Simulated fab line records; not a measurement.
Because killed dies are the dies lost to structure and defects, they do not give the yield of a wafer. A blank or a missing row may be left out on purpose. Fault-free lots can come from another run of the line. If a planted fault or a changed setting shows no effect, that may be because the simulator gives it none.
fab line records :: flow sfqLine
[record]
  lots = 14
  wafers = 40
  lastDay = 94
route steps=325 shown I6@266
lots untouched by any fault: they come from a run of this same line in which no faults occurred
startH: hours from the record's opening day to when the first of the lot's shown wafers began :: waitH: hours elapsed since this lot's preceding step :: " the same as in the row above :: L1.1+2: a row that stands for several wafers :: - no value, or no start was given :: * or withheld: withheld :: < > ~ a bound
route shown NAME@n: NAME is a module with steps in the file, n the number in the route of the first one :: usual: average and standard deviation across the fault-free wafers :: same: alike in all rows :: chamber/n: place in a boat :: sites: readings site by site :: _std_site: standard deviation of those values :: _edge_site: the outer-site mean with the inner-site mean subtracted :: radiusMm: how far each site lies from the wafer's centre :: mask NAME#n: copy n :: behind: the last tool/chamber to shape the wafer :: hold: reason for holding the lot/hours on hold/outcome of the hold :: device: transistor that didn't switch, given as n, p or np :: end of line: the tests these same wafers got at the end of their route :: a step given without rows: its recipe and nothing more :: killed: not the wafer's yield, but the dies lost to structure and defects at the first sort :: map: dies across one wafer; x = killed, . = not, _ = none there
set.NAME: the setting that was run; set.NAME@STEP: the one run at that earlier step :: model.NAME: the simulator's own value behind a step, which no gauge read
the route's steps for a sample of lots (tables are steps, rows are wafers)
services: from which hour (startH, from the record's first day; less than 0 if before it) a tool's chamber was out of use, for how many hours, and why
[[steps]]
[step SFQ_TRILAYER_I6_DEP_PECVD_165]
[recipe]
  material = SiO2
  tempC = 150
  timeS = 111.11
  pressureTorr = 2.4
  rfW = 183.3
  precursor = SiH4/N2O
  targetThkNm = 500
[usual]
  heaterPowerW = 93/14
  runLengthS = 138.7/0.66
  throttleValvePct = 25.6/1.8
lot.wafer: L667.1
tool: pecvd-02
chamber: 2
startH: 1653.40
waitH: 0.0
heaterPowerW: 114
runLengthS: 137.9
throttleValvePct: 29.5

lot.wafer: L667.4
tool: pecvd-02
chamber: 1
startH: 1653.40
waitH: 0.0
heaterPowerW: 100
runLengthS: 139.2
throttleValvePct: 25.9

lot.wafer: L667.5
tool: pecvd-02
chamber: 2
startH: 1653.40
waitH: 0.0
heaterPowerW: 116
runLengthS: 138.6
throttleValvePct: 29.5

lot.wafer: L668.1
tool: pecvd-02
chamber: 0
startH: 1656.55
waitH: 0.0
heaterPowerW: 83
runLengthS: 139.6
throttleValvePct: 25.1

lot.wafer: L668.4
tool: pecvd-02
chamber: 0
startH: 1656.55
waitH: 0.0
heaterPowerW: 82
runLengthS: 138.9
throttleValvePct: 25.0

lot.wafer: L668.6
tool: pecvd-02
chamber: 2
startH: 1656.55
waitH: 0.0
heaterPowerW: 110
runLengthS: 138.6
throttleValvePct: 29.3

lot.wafer: L669.1
tool: pecvd-04
chamber: 1
startH: 1660.52
waitH: 0.0
heaterPowerW: 88
runLengthS: 139.8
throttleValvePct: 25.8

lot.wafer: L669.4
tool: pecvd-04
chamber: 0
startH: 1660.52
waitH: 0.0
heaterPowerW: 102
runLengthS: 138.1
throttleValvePct: 24.6

lot.wafer: L669.6
tool: pecvd-04
chamber: 2
startH: 1660.52
waitH: 0.0
heaterPowerW: 101
runLengthS: 139.0
throttleValvePct: 22.9

lot.wafer: L672.4
tool: pecvd-04
chamber: 2
startH: 1696.21
waitH: 0.0
heaterPowerW: 101
runLengthS: 139.2
throttleValvePct: 23.6

lot.wafer: L672.5
tool: pecvd-04
chamber: 1
startH: 1696.21
waitH: 0.0
heaterPowerW: 88
runLengthS: 139.9
throttleValvePct: 25.6

lot.wafer: L672.6
tool: pecvd-04
chamber: 0
startH: 1696.21
waitH: 0.0
heaterPowerW: 107
runLengthS: 137.6
throttleValvePct: 24.6

lot.wafer: L673.1
tool: pecvd-02
chamber: 1
startH: 1705.05
waitH: 0.0
heaterPowerW: 88
runLengthS: 139.4
throttleValvePct: 25.8

lot.wafer: L673.3
tool: pecvd-02
chamber: 2
startH: 1705.05
waitH: 0.0
heaterPowerW: 109
runLengthS: 137.9
throttleValvePct: 29.3

lot.wafer: L673.5
tool: pecvd-02
chamber: 0
startH: 1705.05
waitH: 0.0
heaterPowerW: 84
runLengthS: 138.8
throttleValvePct: 25.1

lot.wafer: L674.3
tool: pecvd-04
chamber: 1
startH: 1759.38
waitH: 0.0
heaterPowerW: 86
runLengthS: 139.7
throttleValvePct: 25.9

lot.wafer: L674.4
tool: pecvd-04
chamber: 2
startH: 1759.38
waitH: 0.0
heaterPowerW: 87
runLengthS: 139.1
throttleValvePct: 23.3

lot.wafer: L674.6
tool: pecvd-04
chamber: 0
startH: 1759.38
waitH: 0.0
heaterPowerW: 110
runLengthS: 137.5
throttleValvePct: 24.8

lot.wafer: L675.2
tool: pecvd-02
chamber: 2
startH: 1768.05
waitH: 0.0
heaterPowerW: 109
runLengthS: 138.4
throttleValvePct: 29.8

lot.wafer: L675.5
tool: pecvd-02
chamber: 2
startH: 1768.05
waitH: 0.0
heaterPowerW: 110
runLengthS: 138.0
throttleValvePct: 29.4

lot.wafer: L675.6
tool: pecvd-02
chamber: 0
startH: 1768.05
waitH: 0.0
heaterPowerW: 69
runLengthS: 139.3
throttleValvePct: 25.0

lot.wafer: L676.2
tool: pecvd-02
chamber: 1
startH: 1776.45
waitH: 0.0
heaterPowerW: 95
runLengthS: 139.7
throttleValvePct: 25.6

lot.wafer: L676.3
tool: pecvd-02
chamber: 0
startH: 1776.45
waitH: 0.0
heaterPowerW: 82
runLengthS: 138.8
throttleValvePct: 24.8

lot.wafer: L676.6
tool: pecvd-02
chamber: 2
startH: 1776.45
waitH: 0.0
heaterPowerW: 122
runLengthS: 137.9
throttleValvePct: 29.5

lot.wafer: L677.1
tool: pecvd-03
chamber: 0
startH: 1876.74
waitH: 0.0
heaterPowerW: 104
runLengthS: 138.3
throttleValvePct: 27.2

lot.wafer: L677.2
tool: pecvd-03
chamber: 1
startH: 1876.74
waitH: 0.0
heaterPowerW: 93
runLengthS: 138.2
throttleValvePct: 24.6

lot.wafer: L677.3
tool: pecvd-03
chamber: 1
startH: 1876.74
waitH: 0.0
heaterPowerW: 77
runLengthS: 138.1
throttleValvePct: 24.4

lot.wafer: L678.1
tool: pecvd-04
chamber: 2
startH: 1879.14
waitH: 0.0
heaterPowerW: 95
runLengthS: 138.9
throttleValvePct: 23.7

lot.wafer: L678.2
tool: pecvd-04
chamber: 1
startH: 1879.14
waitH: 0.0
heaterPowerW: 90
runLengthS: 139.8
throttleValvePct: 26.2

lot.wafer: L678.3
tool: pecvd-04
chamber: 0
startH: 1879.14
waitH: 0.0
heaterPowerW: 113
runLengthS: 137.6
throttleValvePct: 25.0

lot.wafer: L679.1
tool: pecvd-03
chamber: 2
startH: 1958.05
waitH: 0.0
heaterPowerW: 67
runLengthS: 139.0
throttleValvePct: 23.7

lot.wafer: L679.4
tool: pecvd-03
chamber: 0
startH: 1958.05
waitH: 0.0
heaterPowerW: 102
runLengthS: 138.7
throttleValvePct: 27.8

lot.wafer: L679.5
tool: pecvd-03
chamber: 1
startH: 1958.05
waitH: 0.0
heaterPowerW: 94
runLengthS: 138.4
throttleValvePct: 24.6

lot.wafer: L682.1
tool: pecvd-03
chamber: 2
startH: 1982.21
waitH: 0.0
heaterPowerW: 70
runLengthS: 138.6
throttleValvePct: 23.7

lot.wafer: L682.4
tool: pecvd-03
chamber: 2
startH: 1982.21
waitH: 0.0
heaterPowerW: 74
runLengthS: 114.3
throttleValvePct: 23.5

lot.wafer: L684.1
tool: pecvd-03
chamber: 0
startH: 1989.41
waitH: 0.0
heaterPowerW: 104
runLengthS: 138.1
throttleValvePct: 27.8

lot.wafer: L684.4
tool: pecvd-03
chamber: 1
startH: 1989.41
waitH: 0.0
heaterPowerW: 78
runLengthS: 113.4
throttleValvePct: 24.5

lot.wafer: L688.2
tool: pecvd-04
chamber: 1
startH: 2000.64
waitH: 0.0
heaterPowerW: 86
runLengthS: 139.4
throttleValvePct: 26.3

lot.wafer: L688.3
tool: pecvd-04
chamber: 0
startH: 2000.64
waitH: 0.0
heaterPowerW: 102
runLengthS: 137.9
throttleValvePct: 25.2

lot.wafer: L688.4
tool: pecvd-04
chamber: 2
startH: 2000.64
waitH: 0.0
heaterPowerW: 96
runLengthS: 139.3
throttleValvePct: 23.9
[step SFQ_TRILAYER_I6_CMP_CMP_166]
[recipe]
  material = SiO2
  downForcePsi = 3
  platenRpm = 60
  padVelocityMS = 0.94248
[usual]
  motorCurrentA = 10.2/0.74
  retainingRingPressureFrac = 1.000/0.0058
  slurryFilterDpKPa = 13.48/0.14
  timeToEndpointS = 221/8.5
lot.wafer: L667.4
tool: cmp-02
chamber: 0
startH: 1654.05
waitH: 0.6
motorCurrentA: 8.1
retainingRingPressureFrac: 0.998
slurryFilterDpKPa: 13.52
timeToEndpointS: 233

lot.wafer: L667.1
tool: cmp-02
chamber: 2
startH: 1655.05
waitH: 1.6
motorCurrentA: 12.0
retainingRingPressureFrac: 0.998
slurryFilterDpKPa: 13.46
timeToEndpointS: 216

lot.wafer: L667.5
tool: cmp-02
chamber: 0
startH: 1656.05
waitH: 2.6
motorCurrentA: 8.4
retainingRingPressureFrac: 1.006
slurryFilterDpKPa: 13.61
timeToEndpointS: 239

lot.wafer: L668.1
tool: cmp-01
chamber: 2
startH: 1658.50
waitH: 1.9
motorCurrentA: 9.9
retainingRingPressureFrac: 1.004
slurryFilterDpKPa: 13.67
timeToEndpointS: 212

lot.wafer: L668.4
tool: cmp-01
chamber: 1
startH: 1660.00
waitH: 3.4
motorCurrentA: 10.3
retainingRingPressureFrac: 0.999
slurryFilterDpKPa: 13.49
timeToEndpointS: 219

lot.wafer: L668.6
tool: cmp-01
chamber: 2
startH: 1660.00
waitH: 3.4
motorCurrentA: 9.2
retainingRingPressureFrac: 0.998
slurryFilterDpKPa: 13.39
timeToEndpointS: 221

lot.wafer: L669.4
tool: cmp-02
chamber: 1
startH: 1663.55
waitH: 3.0
motorCurrentA: 10.2
retainingRingPressureFrac: 1.007
slurryFilterDpKPa: 13.51
timeToEndpointS: 219

lot.wafer: L669.1
tool: cmp-02
chamber: 3
startH: 1664.55
waitH: 4.0
motorCurrentA: 10.4
retainingRingPressureFrac: 1.002
slurryFilterDpKPa: 13.41
timeToEndpointS: 210

lot.wafer: L669.6
tool: cmp-02
chamber: 0
startH: 1664.55
waitH: 4.0
motorCurrentA: 8.3
retainingRingPressureFrac: 1.004
slurryFilterDpKPa: 13.60
timeToEndpointS: 216

lot.wafer: L672.4
tool: cmp-02
chamber: 1
startH: 1697.75
waitH: 1.5
motorCurrentA: 11.4
retainingRingPressureFrac: 0.998
slurryFilterDpKPa: 13.56
timeToEndpointS: 225

lot.wafer: L672.5
tool: cmp-02
chamber: 2
startH: 1697.75
waitH: 1.5
motorCurrentA: 11.4
retainingRingPressureFrac: 0.997
slurryFilterDpKPa: 13.35
timeToEndpointS: 219

lot.wafer: L672.6
tool: cmp-02
chamber: 3
startH: 1697.75
waitH: 1.5
motorCurrentA: 10.7
retainingRingPressureFrac: 1.001
slurryFilterDpKPa: 13.50
timeToEndpointS: 224

lot.wafer: L673.1
tool: cmp-02
chamber: 2
startH: 1706.70
waitH: 1.6
motorCurrentA: 11.2
retainingRingPressureFrac: 0.994
slurryFilterDpKPa: 13.46
timeToEndpointS: 210

lot.wafer: L673.3
tool: cmp-02
chamber: 3
startH: 1706.70
waitH: 1.6
motorCurrentA: 10.2
retainingRingPressureFrac: 1.006
slurryFilterDpKPa: 13.61
timeToEndpointS: 225

lot.wafer: L673.5
tool: cmp-02
chamber: 2
startH: 1708.70
waitH: 3.6
motorCurrentA: 11.8
retainingRingPressureFrac: 0.990
slurryFilterDpKPa: 13.61
timeToEndpointS: 219

lot.wafer: L674.3
tool: cmp-01
chamber: 3
startH: 1759.96
waitH: 0.5
motorCurrentA: 10.1
retainingRingPressureFrac: 1.006
slurryFilterDpKPa: 13.51
timeToEndpointS: 214

lot.wafer: L674.4
tool: cmp-01
chamber: 1
startH: 1760.96
waitH: 1.5
motorCurrentA: 10.1
retainingRingPressureFrac: 1.000
slurryFilterDpKPa: 13.32
timeToEndpointS: 221

lot.wafer: L674.6
tool: cmp-01
chamber: 2
startH: 1760.96
waitH: 1.5
motorCurrentA: 9.7
retainingRingPressureFrac: 1.004
slurryFilterDpKPa: 13.51
timeToEndpointS: 210

lot.wafer: L675.2
tool: cmp-01
chamber: 2
startH: 1769.13
waitH: 1.0
motorCurrentA: 9.8
retainingRingPressureFrac: 1.004
slurryFilterDpKPa: 13.48
timeToEndpointS: 227

lot.wafer: L675.6
tool: cmp-01
chamber: 0
startH: 1770.13
waitH: 2.0
motorCurrentA: 11.0
retainingRingPressureFrac: 1.009
slurryFilterDpKPa: 13.47
timeToEndpointS: 219

lot.wafer: L675.5
tool: cmp-01
chamber: 1
startH: 1770.13
waitH: 2.0
motorCurrentA: 9.7
retainingRingPressureFrac: 1.001
slurryFilterDpKPa: 13.69
timeToEndpointS: 235

lot.wafer: L676.3
tool: cmp-01
chamber: 0
startH: 1776.53
waitH: 0.0
motorCurrentA: 10.7
retainingRingPressureFrac: 1.003
slurryFilterDpKPa: 13.57
timeToEndpointS: 219

lot.wafer: L676.2
tool: cmp-01
chamber: 2
startH: 1777.53
waitH: 1.0
motorCurrentA: 9.6
retainingRingPressureFrac: 0.993
slurryFilterDpKPa: 13.67
timeToEndpointS: 212

lot.wafer: L676.6
tool: cmp-01
chamber: 1
startH: 1779.03
waitH: 2.5
motorCurrentA: 9.9
retainingRingPressureFrac: 1.002
slurryFilterDpKPa: 13.22
timeToEndpointS: 227

lot.wafer: L677.3
tool: cmp-01
chamber: 3
startH: 1877.35
waitH: 0.5
motorCurrentA: 10.2
retainingRingPressureFrac: 0.993
slurryFilterDpKPa: 13.76
timeToEndpointS: 218

lot.wafer: L677.2
tool: cmp-01
chamber: 0
startH: 1877.35
waitH: 0.5
motorCurrentA: 10.7
retainingRingPressureFrac: 0.998
slurryFilterDpKPa: 13.65
timeToEndpointS: 207

lot.wafer: L677.1
tool: cmp-01
chamber: 1
startH: 1877.35
waitH: 0.5
motorCurrentA: 9.8
retainingRingPressureFrac: 1.003
slurryFilterDpKPa: 13.54
timeToEndpointS: 207

lot.wafer: L678.3
tool: cmp-02
chamber: 1
startH: 1879.71
waitH: 0.5
motorCurrentA: 10.8
retainingRingPressureFrac: 1.004
slurryFilterDpKPa: 13.44
timeToEndpointS: 222

lot.wafer: L678.2
tool: cmp-02
chamber: 2
startH: 1879.71
waitH: 0.5
motorCurrentA: 11.5
retainingRingPressureFrac: 0.996
slurryFilterDpKPa: 13.62
timeToEndpointS: 209

lot.wafer: L678.1
tool: cmp-02
chamber: 3
startH: 1879.71
waitH: 0.5
motorCurrentA: 10.3
retainingRingPressureFrac: 1.003
slurryFilterDpKPa: 13.32
timeToEndpointS: 220

lot.wafer: L679.1
tool: cmp-01
chamber: 2
startH: 1958.62
waitH: 0.5
motorCurrentA: 9.8
retainingRingPressureFrac: 1.006
slurryFilterDpKPa: 13.50
timeToEndpointS: 216

lot.wafer: L679.4
tool: cmp-01
chamber: 0
startH: 1959.62
waitH: 1.5
motorCurrentA: 10.3
retainingRingPressureFrac: 0.990
slurryFilterDpKPa: 13.38
timeToEndpointS: 221

lot.wafer: L679.5
tool: cmp-01
chamber: 2
startH: 1960.62
waitH: 2.5
motorCurrentA: 9.7
retainingRingPressureFrac: 0.997
slurryFilterDpKPa: 13.28
timeToEndpointS: 214

lot.wafer: L682.4
tool: cmp-01
chamber: 2
startH: 1982.79
waitH: 0.5
motorCurrentA: 10.2
retainingRingPressureFrac: 1.006
slurryFilterDpKPa: 13.22
timeToEndpointS: 149

lot.wafer: L682.1
tool: cmp-01
chamber: 3
startH: 1982.79
waitH: 0.5
motorCurrentA: 10.2
retainingRingPressureFrac: 1.001
slurryFilterDpKPa: 13.72
timeToEndpointS: 226

lot.wafer: L684.1
tool: cmp-01
chamber: 3
startH: 1991.29
waitH: 1.8
motorCurrentA: 10.1
retainingRingPressureFrac: 0.993
slurryFilterDpKPa: 13.42
timeToEndpointS: 227

lot.wafer: L684.4
tool: cmp-01
chamber: 1
startH: 1992.29
waitH: 2.8
motorCurrentA: 10.1
retainingRingPressureFrac: 1.002
slurryFilterDpKPa: 13.50
timeToEndpointS: 144

lot.wafer: L688.3
tool: cmp-02
chamber: 3
startH: 2006.99
waitH: 6.3
motorCurrentA: 10.4
retainingRingPressureFrac: 0.997
slurryFilterDpKPa: 13.39
timeToEndpointS: 215

lot.wafer: L688.4
tool: cmp-02
chamber: 0
startH: 2006.99
waitH: 6.3
motorCurrentA: 8.5
retainingRingPressureFrac: 0.998
slurryFilterDpKPa: 13.53
timeToEndpointS: 220

lot.wafer: L688.2
tool: cmp-02
chamber: 1
startH: 2006.99
waitH: 6.3
motorCurrentA: 10.7
retainingRingPressureFrac: 1.003
slurryFilterDpKPa: 13.29
timeToEndpointS: 220
[[services]]
tool: cmp-01
chamber: -
startH: 1631.64
hours: 3.5
kind: pm

tool: cmp-02
chamber: -
startH: 1644.95
hours: 5.1
kind: pm

tool: cmp-02
chamber: -
startH: 1652.40
hours: 1.6
kind: repair

tool: pecvd-02
chamber: -
startH: 1670.62
hours: 1.0
kind: repair

tool: pecvd-02
chamber: -
startH: 1677.13
hours: 14.6
kind: pm

tool: cmp-02
chamber: -
startH: 1682.77
hours: 1.5
kind: repair

tool: pecvd-02
chamber: 0
startH: 1696.31
hours: 4.8
kind: repair

tool: pecvd-02
chamber: -
startH: 1698.14
hours: 1.2
kind: repair

tool: cmp-01
chamber: -
startH: 1711.49
hours: 11.4
kind: repair

tool: cmp-02
chamber: -
startH: 1735.62
hours: 0.3
kind: repair

tool: cmp-01
chamber: -
startH: 1774.08
hours: 2.1
kind: repair

tool: cmp-02
chamber: -
startH: 1774.44
hours: 4.0
kind: pm

tool: cmp-01
chamber: -
startH: 1827.49
hours: 1.2
kind: repair

tool: cmp-02
chamber: -
startH: 1841.05
hours: 1.9
kind: repair

tool: cmp-01
chamber: -
startH: 1873.02
hours: 1.5
kind: repair

tool: cmp-01
chamber: -
startH: 1886.19
hours: 0.7
kind: repair

tool: cmp-01
chamber: -
startH: 1892.63
hours: 0.7
kind: repair

tool: pecvd-02
chamber: -
startH: 1898.34
hours: 3.6
kind: repair

tool: cmp-01
chamber: -
startH: 1938.82
hours: 4.0
kind: pm

tool: cmp-01
chamber: -
startH: 1942.59
hours: 2.5
kind: repair

tool: cmp-02
chamber: -
startH: 1946.57
hours: 1.8
kind: repair

tool: cmp-01
chamber: -
startH: 1970.10
hours: 6.2
kind: pm

tool: cmp-02
chamber: -
startH: 1988.69
hours: 0.2
kind: repair

tool: cmp-01
chamber: -
startH: 2000.29
hours: 4.8
kind: pm
[[key]]
[firstSign]
  step = SFQ_TRILAYER_I6_DEP_PECVD_165
  reading = runLengthS
  direction = down
  sigmas = 37
  usual = *
  struck = *
[effect]
  step = SFQ_TRILAYER_I6_CMP_CMP_166
  reading = timeToEndpointS
  direction = down
  sigmas = 8.7
  usual = *
  struck = *
metAt SFQ_TRILAYER_I6_DEP_PECVD_165
struckLots L682,L684
struckWafers L682.4,L684.4
onsetBetween 1958.05 1982.21
[fault]
  kind = processParameterDrift
  tool = pecvd-03
  chamber = -
  onsetH = 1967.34
  steps = SFQ_TRILAYER_I6_DEP_PECVD_165
  channel = timeS
  offset = *
  shape = step
  endH = 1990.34
  scope = struckWafersOnly
  actsIn = *
  stated = *
